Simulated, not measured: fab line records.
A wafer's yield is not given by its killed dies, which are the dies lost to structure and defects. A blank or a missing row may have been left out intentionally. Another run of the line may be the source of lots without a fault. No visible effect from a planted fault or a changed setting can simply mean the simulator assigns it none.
Which tool was responsible? || flow gf180mcu || Sampling: 13 lots, 39 wafers, 4 of 602 route steps

## WHAT EACH GAUGE READ, for each wafer
GF_PASSIVATION_THK_MEAS_01. Usual: PASSIVATION_CVD_00_THK 996 nm, standard deviation 15.
{"lot": "L183", "measured": "day 28 22:55", "on": "film metro-02", "PASSIVATION_CVD_00_THK (nm)": "1004 979 999", "flag": ""}
{"lot": "L184", "measured": "day 29 04:53", "on": "film metro-01", "PASSIVATION_CVD_00_THK (nm)": "976 1009 996", "flag": ""}
{"lot": "L185", "measured": "day 29 16:50", "on": "film metro-01", "PASSIVATION_CVD_00_THK (nm)": "1001 991 1016", "flag": ""}
{"lot": "L186", "measured": "day 29 23:25", "on": "film metro-01", "PASSIVATION_CVD_00_THK (nm)": "978 990 1002", "flag": ""}
{"lot": "L190", "measured": "day 31 07:16", "on": "film metro-01", "PASSIVATION_CVD_00_THK (nm)": "985 968 1012", "flag": ""}
{"lot": "L189", "measured": "day 31 08:23", "on": "film metro-03", "PASSIVATION_CVD_00_THK (nm)": "996 986 1010", "flag": ""}
{"lot": "L191", "measured": "day 31 12:37", "on": "film metro-02", "PASSIVATION_CVD_00_THK (nm)": "992 994 1010", "flag": ""}
{"lot": "L192", "measured": "day 31 19:37", "on": "film metro-03", "PASSIVATION_CVD_00_THK (nm)": "986 1003 1007", "flag": ""}
{"lot": "L194", "measured": "day 31 23:20", "on": "film metro-03", "PASSIVATION_CVD_00_THK (nm)": "975 1003 995", "flag": ""}
{"lot": "L195", "measured": "day 32 10:35", "on": "film metro-02", "PASSIVATION_CVD_00_THK (nm)": "975 1015 994", "flag": ""}
{"lot": "L198", "measured": "day 33 05:29", "on": "film metro-03", "PASSIVATION_CVD_00_THK (nm)": "1021 1002 1006", "flag": ""}
{"lot": "L200", "measured": "day 33 11:19", "on": "film metro-02", "PASSIVATION_CVD_00_THK (nm)": "979 988 991", "flag": ""}
{"lot": "L204", "measured": "day 34 13:31", "on": "film metro-03", "PASSIVATION_CVD_00_THK (nm)": "953 977 999", "flag": ""}

## TOOL THAT RAN EACH LOT (tool first, then ch and the chambers of the sampled wafers, then the start)
{"lot": "L183", "GF_M2_SPUTTER_01": "pvd sputter-01, day 19 00:10", "GF_MIM_SPUTTER_01": "pvd sputter-04, day 25 07:05", "GF_MIM_SPUTTER_02": "pvd sputter-04, day 25 07:07"}
{"lot": "L184", "GF_M2_SPUTTER_01": "pvd sputter-04, day 19 07:29", "GF_MIM_SPUTTER_01": "pvd sputter-02, day 25 13:11", "GF_MIM_SPUTTER_02": "pvd sputter-02, day 25 13:13"}
{"lot": "L185", "GF_M2_SPUTTER_01": "pvd sputter-03, day 19 23:55", "GF_MIM_SPUTTER_01": "pvd sputter-02, day 26 03:44", "GF_MIM_SPUTTER_02": "pvd sputter-02, day 26 03:46"}
{"lot": "L186", "GF_M2_SPUTTER_01": "pvd sputter-03, day 20 06:41", "GF_MIM_SPUTTER_01": "pvd sputter-02, day 26 10:05", "GF_MIM_SPUTTER_02": "pvd sputter-02, day 26 10:07"}
{"lot": "L190", "GF_M2_SPUTTER_01": "pvd sputter-04, day 22 02:28", "GF_MIM_SPUTTER_01": "pvd sputter-01, day 27 22:32", "GF_MIM_SPUTTER_02": "pvd sputter-01, day 27 22:34"}
{"lot": "L189", "GF_M2_SPUTTER_01": "pvd sputter-03, day 22 02:29", "GF_MIM_SPUTTER_01": "pvd sputter-02, day 28 00:04", "GF_MIM_SPUTTER_02": "pvd sputter-02, day 28 00:06"}
{"lot": "L191", "GF_M2_SPUTTER_01": "pvd sputter-04, day 22 06:08", "GF_MIM_SPUTTER_01": "pvd sputter-02, day 28 03:52", "GF_MIM_SPUTTER_02": "pvd sputter-02, day 28 03:54"}
{"lot": "L192", "GF_M2_SPUTTER_01": "pvd sputter-01, day 22 15:56", "GF_MIM_SPUTTER_01": "pvd sputter-04, day 28 12:11", "GF_MIM_SPUTTER_02": "pvd sputter-04, day 28 12:13"}
{"lot": "L194", "GF_M2_SPUTTER_01": "pvd sputter-04, day 22 23:35", "GF_MIM_SPUTTER_01": "pvd sputter-02, day 28 17:28", "GF_MIM_SPUTTER_02": "pvd sputter-02, day 28 17:30"}
{"lot": "L195", "GF_M2_SPUTTER_01": "pvd sputter-04, day 23 11:22", "GF_MIM_SPUTTER_01": "pvd sputter-04, day 29 04:26", "GF_MIM_SPUTTER_02": "pvd sputter-04, day 29 04:28"}
{"lot": "L198", "GF_M2_SPUTTER_01": "pvd sputter-04, day 24 10:56", "GF_MIM_SPUTTER_01": "pvd sputter-01, day 30 00:50", "GF_MIM_SPUTTER_02": "pvd sputter-01, day 30 00:52"}
{"lot": "L200", "GF_M2_SPUTTER_01": "pvd sputter-04, day 24 22:47", "GF_MIM_SPUTTER_01": "pvd sputter-01, day 30 09:29", "GF_MIM_SPUTTER_02": "pvd sputter-01, day 30 09:31"}
{"lot": "L204", "GF_M2_SPUTTER_01": "pvd sputter-01, day 26 08:28", "GF_MIM_SPUTTER_01": "pvd sputter-02, day 31 14:59", "GF_MIM_SPUTTER_02": "pvd sputter-02, day 31 15:01"}
- GF_M2_SPUTTER_01: material TiN, target thk 30 nm, time 25 s.
- GF_MIM_SPUTTER_01: material TiN, target thk 30 nm, time 25 s.
- GF_MIM_SPUTTER_02: material AlCu, target thk 450 nm, time 23.9 s.

## WHAT THE TOOLS THEMSELVES READ (means of the sampled wafers that have a number; where no wafer has one, the mark that the record gives instead)
GF_M2_SPUTTER_01. Usual: throttle valve pct 30.1 %, standard deviation 1.4.
{"lot": "L183", "tool": "pvd sputter-01", "throttle valve pct (%)": 29.4, "flag": ""}
{"lot": "L184", "tool": "pvd sputter-04", "throttle valve pct (%)": 30.4, "flag": ""}
{"lot": "L185", "tool": "pvd sputter-03", "throttle valve pct (%)": 30.0, "flag": ""}
{"lot": "L186", "tool": "pvd sputter-03", "throttle valve pct (%)": 31.7, "flag": ""}
{"lot": "L190", "tool": "pvd sputter-04", "throttle valve pct (%)": 29.7, "flag": ""}
{"lot": "L189", "tool": "pvd sputter-03", "throttle valve pct (%)": 30.8, "flag": ""}
{"lot": "L191", "tool": "pvd sputter-04", "throttle valve pct (%)": 29.7, "flag": ""}
{"lot": "L192", "tool": "pvd sputter-01", "throttle valve pct (%)": 30.7, "flag": ""}
{"lot": "L194", "tool": "pvd sputter-04", "throttle valve pct (%)": 30.2, "flag": ""}
{"lot": "L195", "tool": "pvd sputter-04", "throttle valve pct (%)": 29.3, "flag": ""}
{"lot": "L198", "tool": "pvd sputter-04", "throttle valve pct (%)": 30.2, "flag": ""}
{"lot": "L200", "tool": "pvd sputter-04", "throttle valve pct (%)": 30.2, "flag": ""}
{"lot": "L204", "tool": "pvd sputter-01", "throttle valve pct (%)": 30.4, "flag": ""}

GF_MIM_SPUTTER_01. Usual: throttle valve pct 29.8 %, standard deviation 1.4.
{"lot": "L183", "tool": "pvd sputter-04", "throttle valve pct (%)": 29.2, "flag": ""}
{"lot": "L184", "tool": "pvd sputter-02", "throttle valve pct (%)": 29.2, "flag": ""}
{"lot": "L185", "tool": "pvd sputter-02", "throttle valve pct (%)": 30.0, "flag": ""}
{"lot": "L186", "tool": "pvd sputter-02", "throttle valve pct (%)": 30.0, "flag": ""}
{"lot": "L190", "tool": "pvd sputter-01", "throttle valve pct (%)": 31.3, "flag": ""}
{"lot": "L189", "tool": "pvd sputter-02", "throttle valve pct (%)": 29.4, "flag": ""}
{"lot": "L191", "tool": "pvd sputter-02", "throttle valve pct (%)": 29.2, "flag": ""}
{"lot": "L192", "tool": "pvd sputter-04", "throttle valve pct (%)": 29.0, "flag": ""}
{"lot": "L194", "tool": "pvd sputter-02", "throttle valve pct (%)": 29.1, "flag": ""}
{"lot": "L195", "tool": "pvd sputter-04", "throttle valve pct (%)": 30.4, "flag": ""}
{"lot": "L198", "tool": "pvd sputter-01", "throttle valve pct (%)": 30.0, "flag": ""}
{"lot": "L200", "tool": "pvd sputter-01", "throttle valve pct (%)": 31.1, "flag": ""}
{"lot": "L204", "tool": "pvd sputter-02", "throttle valve pct (%)": 29.1, "flag": ""}

GF_MIM_SPUTTER_02. Usual: throttle valve pct 29.8 %, standard deviation 1.4.
{"lot": "L183", "tool": "pvd sputter-04", "throttle valve pct (%)": 29.2, "flag": ""}
{"lot": "L184", "tool": "pvd sputter-02", "throttle valve pct (%)": 29.3, "flag": ""}
{"lot": "L185", "tool": "pvd sputter-02", "throttle valve pct (%)": 30.0, "flag": ""}
{"lot": "L186", "tool": "pvd sputter-02", "throttle valve pct (%)": 30.2, "flag": ""}
{"lot": "L190", "tool": "pvd sputter-01", "throttle valve pct (%)": 31.4, "flag": ""}
{"lot": "L189", "tool": "pvd sputter-02", "throttle valve pct (%)": 29.4, "flag": ""}
{"lot": "L191", "tool": "pvd sputter-02", "throttle valve pct (%)": 29.0, "flag": ""}
{"lot": "L192", "tool": "pvd sputter-04", "throttle valve pct (%)": 28.9, "flag": ""}
{"lot": "L194", "tool": "pvd sputter-02", "throttle valve pct (%)": 29.2, "flag": ""}
{"lot": "L195", "tool": "pvd sputter-04", "throttle valve pct (%)": 30.3, "flag": ""}
{"lot": "L198", "tool": "pvd sputter-01", "throttle valve pct (%)": 30.0, "flag": ""}
{"lot": "L200", "tool": "pvd sputter-01", "throttle valve pct (%)": 31.0, "flag": ""}
{"lot": "L204", "tool": "pvd sputter-02", "throttle valve pct (%)": 29.2, "flag": ""}

## THE ANSWER, worked out from the rows above alone
Rule: take the mean of a lot's wafers that have a number; if it is more than 3 standard deviations from the usual mean, the lot is off. A lot without any number at a reading at which 4 lots or more have one is off too. Any other lot the step has rows for is counted as sound. The gauges are gone through in route order, then the tools' own readings, and for those a lot's mean is taken as printed above. At the first step where some lot is off, the reading lying furthest off is the one used; lots without a number count as furthest.
No lot is off at any reading shown: from this, nothing can be told.

## WHAT THE SIMULATOR HAD PUT IN
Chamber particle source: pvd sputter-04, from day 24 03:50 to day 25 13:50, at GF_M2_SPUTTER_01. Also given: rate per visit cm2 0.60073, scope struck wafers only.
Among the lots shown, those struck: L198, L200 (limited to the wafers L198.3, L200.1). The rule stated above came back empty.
